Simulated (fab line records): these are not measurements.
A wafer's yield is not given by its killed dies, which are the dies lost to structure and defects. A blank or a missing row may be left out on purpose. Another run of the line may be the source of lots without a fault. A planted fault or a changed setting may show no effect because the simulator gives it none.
Which tool is to blame? ; flow sky130 ; 12 lots, 36 wafers sampled, at 4 steps of a route of 708

## WHAT THE GAUGES SHOWED, per wafer
SKY_NWELL_TW_MEAS_26. Usual: for NWELL_2_TW the level is 501.8 and the standard deviation is 2.5.
lot;measured;on;NWELL_2_TW;flag
L874;day 6 02:19;film_metro-04;499.2 497.3 498.2;
L873;day 6 02:38;film_metro-02;502.6 506.1 503.4;
L875;day 6 07:13;film_metro-03;499.3 497.3 502.3;
L876;day 6 16:19;film_metro-04;497.5 498.7 498.7;
L877;day 6 23:59;film_metro-04;500.9 500.6 503.0;
L878;day 7 02:58;film_metro-02;503.3 505.5 505.1;
L879;day 7 08:31;film_metro-02;502.0 498.2 499.9;
L880;day 7 15:52;film_metro-03;502.0 499.9 502.8;
L884;day 8 13:20;film_metro-03;500.5 499.7 497.8;
L889;day 9 20:58;film_metro-03;502.5 503.3 502.3;
L892;day 11 10:43;film_metro-04;505.7 507.1 504.7;
L893;day 11 12:01;film_metro-03;499.9 499.2 503.4;

SKY_VT_ADJUST_HVTP_CD_MEAS_07: the cd target is 380 nm. Usual: cd_nm at 378.9 nm, with a standard deviation of 2.4.
lot;measured;on;cd_nm (nm);flag
L874;day 6 20:53;cd_sem-02;374.7 374.8 377.8;
L873;day 6 21:35;cd_sem-01;378.1 376.5 377.5;
L875;day 7 02:21;cd_sem-02;377.7 378.0 380.3;
L876;day 7 11:08;cd_sem-01;377.5 376.5 378.9;
L877;day 7 18:43;cd_sem-01;376.6 376.6 378.9;
L878;day 7 21:59;cd_sem-01;377.9 380.5 382.6;
L879;day 8 03:56;cd_sem-02;378.0 377.9 379.1;
L880;day 8 10:47;cd_sem-01;378.0 380.0 382.0;
L884;day 9 10:14;cd_sem-01;380.4 380.2 383.5;
L889;day 10 19:02;cd_sem-01;380.3 379.6 377.7;
L892;day 12 09:41;cd_sem-02;379.2 377.5 379.6;
L893;day 12 10:00;cd_sem-01;380.2 382.9 381.0;

SKY_VT_ADJUST_HVTP_OVL_MEAS_08. Usual: for VT_ADJUST_HVTP_OVL the level is 0.4 nm and the standard deviation is 1.2.
lot;measured;on;VT_ADJUST_HVTP_OVL (nm);flag
L874;day 6 21:01;overlay-02;2.0 1.5 0.6;
L873;day 6 21:40;overlay-01;0.5 0.2 -0.8;
L875;day 7 02:27;overlay-02;0.3 0.5 2.4;
L876;day 7 11:15;overlay-01;2.7 0.8 1.5;
L877;day 7 18:49;overlay-01;-1.4 -1.2 -0.1;
L878;day 7 22:06;overlay-02;164.0 162.7 162.1;OFF
L879;day 8 04:03;overlay-01;163.4 163.5 165.2;OFF
L880;day 8 10:54;overlay-01;161.7 163.1 162.3;OFF
L884;day 9 10:19;overlay-02;164.2 163.1 163.5;OFF
L889;day 10 19:10;overlay-01;-0.3 0.2 -0.2;
L892;day 12 09:48;overlay-01;2.9 0.7 2.7;
L893;day 12 10:06;overlay-01;0.5 -1.2 0.4;

## WHICH TOOL RAN EACH LOT (tool, then ch and the chambers of the sampled wafers, then the start)
lot;SKY_VT_ADJUST_HVTP_EXPOSE_04
L874;iline_stepper-01 ch 0, day 6 11:10
L873;iline_stepper-01 ch 0, day 6 11:53
L875;iline_stepper-02 ch 0, day 6 16:47
L876;iline_stepper-02 ch 0, day 7 02:44
L877;iline_stepper-02 ch 0, day 7 09:28
L878;iline_stepper-02 ch 0, day 7 12:23
L879;iline_stepper-02 ch 0, day 7 18:56
L880;iline_stepper-02 ch 0, day 8 01:50
L884;iline_stepper-02 ch 0, day 8 23:45
L889;iline_stepper-01 ch 0, day 10 08:52
L892;iline_stepper-01 ch 0, day 11 22:07
L893;iline_stepper-01 ch 0, day 11 22:57
- SKY_VT_ADJUST_HVTP_EXPOSE_04: exposes mask HVTPM, target cd 380 nm.

## WHAT THE TOOLS THEMSELVES READ (means of the sampled wafers that have a number; where no wafer has one, the mark that the record gives instead)
SKY_VT_ADJUST_HVTP_EXPOSE_04. Usual: stage_vel_mm_s 499.98 mm/s, standard deviation 0.26.
lot;tool;stage_vel_mm_s (mm/s);flag
L874;iline_stepper-01;499.78;
L873;iline_stepper-01;500.01;
L875;iline_stepper-02;500.26;
L876;iline_stepper-02;499.74;
L877;iline_stepper-02;499.95;
L878;iline_stepper-02;500.13;
L879;iline_stepper-02;499.73;
L880;iline_stepper-02;500.31;
L884;iline_stepper-02;499.79;
L889;iline_stepper-01;500.07;
L892;iline_stepper-01;499.86;
L893;iline_stepper-01;500.11;

## THE ANSWER, worked out from the rows above alone
Rule: lot off if the mean of its wafers having a number is beyond 3 standard deviations from the usual mean. A lot without any number at a reading at which 4 lots or more have one is off too. Where the step has rows for the other lots, those lots are counted as sound. First the gauges in route order, then the tools' own readings, where a lot's mean is used as printed above. At the first step where some lot is off, the reading lying furthest off is the one used; lots without a number count as furthest.
Off: L878, L879, L880, L884, at SKY_VT_ADJUST_HVTP_OVL_MEAS_08 (VT_ADJUST_HVTP_OVL).
If a tool, at a process step before that reading, ran all the lots that are off and no sound lot after the first of them, it fits. Gauges at SKY_VT_ADJUST_HVTP_OVL_MEAS_08: tried the same way as those tools. One candidate fits, namely iline_stepper-02 at SKY_VT_ADJUST_HVTP_EXPOSE_04. A fault onset in the window from L877 (day 7 09:28, its last sound lot) to L878 (day 7 12:23, its first lot off) fits.

## WHAT THE SIMULATOR PUT IN
Scanner matching overlay: iline_stepper-02, from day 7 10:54 on, at SKY_VT_ADJUST_HVTP_EXPOSE_04. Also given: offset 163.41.
Shown lots that were struck: L878, L879, L880, L884. The rule given above showed the same thing.
